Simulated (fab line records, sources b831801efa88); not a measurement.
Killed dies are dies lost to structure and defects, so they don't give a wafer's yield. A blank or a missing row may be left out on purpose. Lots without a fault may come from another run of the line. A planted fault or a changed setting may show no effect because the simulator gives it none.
Which tool did it? | flow sky130 | 7 lots, 20 wafers sampled, at 2 steps of a route of 708

WHAT THE GAUGES READ, wafer by wafer
SKY_VT_ADJUST_LVTN_TW_MEAS_21.
lot  | measured     | on            | VT_ADJUST_LVTN_2_TW
L646 | day 8 03:23  | film_metro-02 | 188.5 189.0 188.6
L648 | day 8 18:06  | film_metro-03 | 186.6 187.2 187.0
L650 | day 9 08:16  | film_metro-03 | 188.4 186.6 188.1
L652 | day 9 21:23  | film_metro-03 | 187.1 187.4 187.8
L655 | day 10 22:17 | film_metro-03 | 186.9 187.4 187.4
L662 | day 13 02:41 | film_metro-03 | 176.9 177.1
L666 | day 14 00:24 | film_metro-03 | 185.4 185.5 177.7

WHICH TOOL RAN EACH LOT (tool, then ch and the chambers of the sampled wafers, then the start)
lot  | SKY_VT_ADJUST_LVTN_IMPLANT_19
L646 | implanter-01 ch 0, day 8 03:10
L648 | implanter-01 ch 0, day 8 17:52
L650 | implanter-02 ch 0, day 9 08:02
L652 | implanter-01 ch 0, day 9 21:10
L655 | implanter-02 ch 0, day 10 22:02
L662 | implanter-01 ch 0, day 13 02:26
L666 | implanter-01 ch 0, day 14 00:10
- SKY_VT_ADJUST_LVTN_IMPLANT_19

THE ANSWER, worked out from the rows above alone
Rule: what is usual is taken from the lots themselves. Put in order of their means at a reading, lots are off if they are a third of the lots or fewer, leave a main group of 4 or more, and stand apart from it by a gap of 3 or more times the standard deviation of the main group's means; of several such gaps the widest counts. A main group whose means are all the same, to the digits that the tables above print for the reading, isn't used. A lot without any number at a reading at which 4 lots or more have one is off too. The other lots that the step has rows for count as sound.
Off: L662, L666, at SKY_VT_ADJUST_LVTN_TW_MEAS_21 (VT_ADJUST_LVTN_2_TW). The main group: mean 187.6, standard deviation 0.6.
A tool fits if, at a process step before that reading, it ran every lot that is off, and no sound lot after the first of them. The gauges at SKY_VT_ADJUST_LVTN_TW_MEAS_21 are tried like those tools. Can't be told from this: 2 tools fit, implanter-01 at SKY_VT_ADJUST_LVTN_IMPLANT_19, film_metro-03 at SKY_VT_ADJUST_LVTN_TW_MEAS_21.

WHAT THE SIMULATOR HAD PUT IN
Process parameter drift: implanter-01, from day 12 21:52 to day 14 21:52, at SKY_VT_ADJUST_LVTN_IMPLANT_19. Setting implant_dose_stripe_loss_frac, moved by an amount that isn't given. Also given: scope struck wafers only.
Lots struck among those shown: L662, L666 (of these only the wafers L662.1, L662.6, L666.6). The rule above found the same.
